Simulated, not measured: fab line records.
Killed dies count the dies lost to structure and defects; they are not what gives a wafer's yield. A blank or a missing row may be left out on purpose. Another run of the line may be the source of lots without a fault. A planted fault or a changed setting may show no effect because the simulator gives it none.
Problem report, 8D (eight disciplines) form, completed by code || flow sfq_line || the parts of the form that need people (team, actions taken, sign-off) are left out

== 1. WHAT WENT WRONG ==
On 2 wafers of 1 lot, thk_nm at SFQ_TRILAYER_I6_METRO_MEASURE_167 has a mean of 251.7 nm; fault-free wafers read 200.1 nm, standard deviation 1.1. Measured from the usual mean, that is +47 standard deviations.
First observed at day 68 16:04: wafer L631.1, on film_metro-02. The record has a number at this step for 15 wafers belonging to 5 lots. Rule for "out", or "out of limits": more than 4 standard deviations from the usual mean. Any other wafer with a number is counted as sound.

== 2. WHAT IT IS, WHAT IT ISN'T ==
{"question": "which readings at this step", "is": "thk_nm", "is not": "-"}
{"question": "which lots", "is": "L631", "is not": "L622, L623, L634, L635"}
{"question": "which wafers of those lots", "is": "L631.1, L631.5", "is not": "L631.3"}
{"question": "read on which tools", "is": "film_metro-02", "is not": "film_metro-01, film_metro-03"}
{"question": "when", "is": "from day 68 16:04", "is not": "up to then (7 sound wafers); but 6 sound wafers of L634, L635 came after"}

== 3. SUSPECTS, AND WHAT RULES EACH OUT ==
Counting: any tool at a process step up to the reading remains a suspect provided it ran every lot that is out. Sound lots after the first of them don't rule it out here, since some wafers of a struck lot are sound.
- rie_metal-04 at SFQ_TRILAYER_M6_BARC_OPEN_METAL_ETCH_206 (etches BARC in O2, target depth 125 nm, time 41.7 s): kept. It processed L631, the lot that is out, at day 68 11:18, and its most recent sound lot before then was L623 at day 60 22:23.
- rie_metal-04 at SFQ_TRILAYER_M6_ETCH_METAL_ETCH_162 (etches Nb in Cl2/Ar, stops on SiO2, target depth 240 nm, time 120 s): kept. It processed L631, the lot that is out, at day 68 11:22, and its most recent sound lot before then was L623 at day 60 22:26.
- rie_metal-04 at SFQ_TRILAYER_M6_STRIP_STRIP_163 (strips in O2): kept. It processed L631, the lot that is out, at day 68 11:29, and its most recent sound lot before then was L623 at day 60 22:34.
- cmp-01 at SFQ_TRILAYER_I6_CMP_CMP_166 (polishes SiO2): kept. It processed L631, the lot that is out, at day 68 12:56, and its most recent sound lot before then was L623 at day 61 05:20.
- film_metro-02 at SFQ_TRILAYER_I6_METRO_MEASURE_167: kept. It processed L631, the lot that is out, at day 68 16:04, and its most recent sound lot before then was L622 at day 61 06:26. Out on those wafers are its own readings of thk_nm.
- The sound lot-mates ran in chamber 3 of cmp-01 at SFQ_TRILAYER_I6_CMP_CMP_166, but the wafers that are out ran in chamber 0.
Left after counting: rie_metal-04 at SFQ_TRILAYER_M6_BARC_OPEN_METAL_ETCH_206, rie_metal-04 at SFQ_TRILAYER_M6_ETCH_METAL_ETCH_162, rie_metal-04 at SFQ_TRILAYER_M6_STRIP_STRIP_163, cmp-01 at SFQ_TRILAYER_I6_CMP_CMP_166, film_metro-02 at SFQ_TRILAYER_I6_METRO_MEASURE_167.

== 4. THE CAUSE (what the simulator had put in) ==
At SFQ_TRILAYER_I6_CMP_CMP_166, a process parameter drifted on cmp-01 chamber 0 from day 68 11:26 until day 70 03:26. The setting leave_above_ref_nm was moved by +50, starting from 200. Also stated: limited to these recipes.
5 suspects survive the count, and this tool is in that group.

== 5. THE CHAIN OF EFFECTS, in route order ==
Each row: a reading whose mean over the struck wafers that have a number lies more than 3 standard deviations from the usual. Readings are gone through only where the record gives a usual standard deviation; hours: the median, over the lots, of the time from a lot's start at the first step in this table giving one to that lot's start at this step; sigmas: the change measured in usual standard deviations.
{"hours": 0, "step": "SFQ_TRILAYER_I6_METRO_MEASURE_167", "reading": "thk_nm", "usual": "200.1 nm", "on struck wafers": 251.7, "change": "+51.6", "sigmas": "+47"}
{"hours": 98, "step": "SFQ_TRILAYER_I6_VIA_ETCH_VIA_ETCH_172", "reading": "oes_product_au", "usual": "0.854 a.u.", "on struck wafers": 0.975, "change": "+0.121", "sigmas": "+25"}
Here are the process steps it includes:
- SFQ_TRILAYER_I6_METRO_MEASURE_167
- SFQ_TRILAYER_I6_VIA_ETCH_VIA_ETCH_172: etches SiO2 in CHF3, stops on Nb, target depth 260 nm.
Later measuring or inspecting steps at which every struck wafer that the step has a row for has a number for every such reading, and none has moved that far: SFQ_I6_OVL_MEAS_942.

== 6. WHAT WOULD HAVE CAUGHT IT SOONER ==
5 hours passed between the start of the fault at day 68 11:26 and the first reading out of limits in this record, taken at day 68 16:04.
An alarm limit of 4 standard deviations would not have fired on the tool readings at SFQ_TRILAYER_I6_CMP_CMP_166 for which the record gives a usual standard deviation, since none of them was out on any struck wafer.
By day 68 16:04, every lot that is out (1) had started SFQ_TRILAYER_I6_CMP_CMP_166 on cmp-01. Had the tool been put on hold then, not one of them would have been saved.
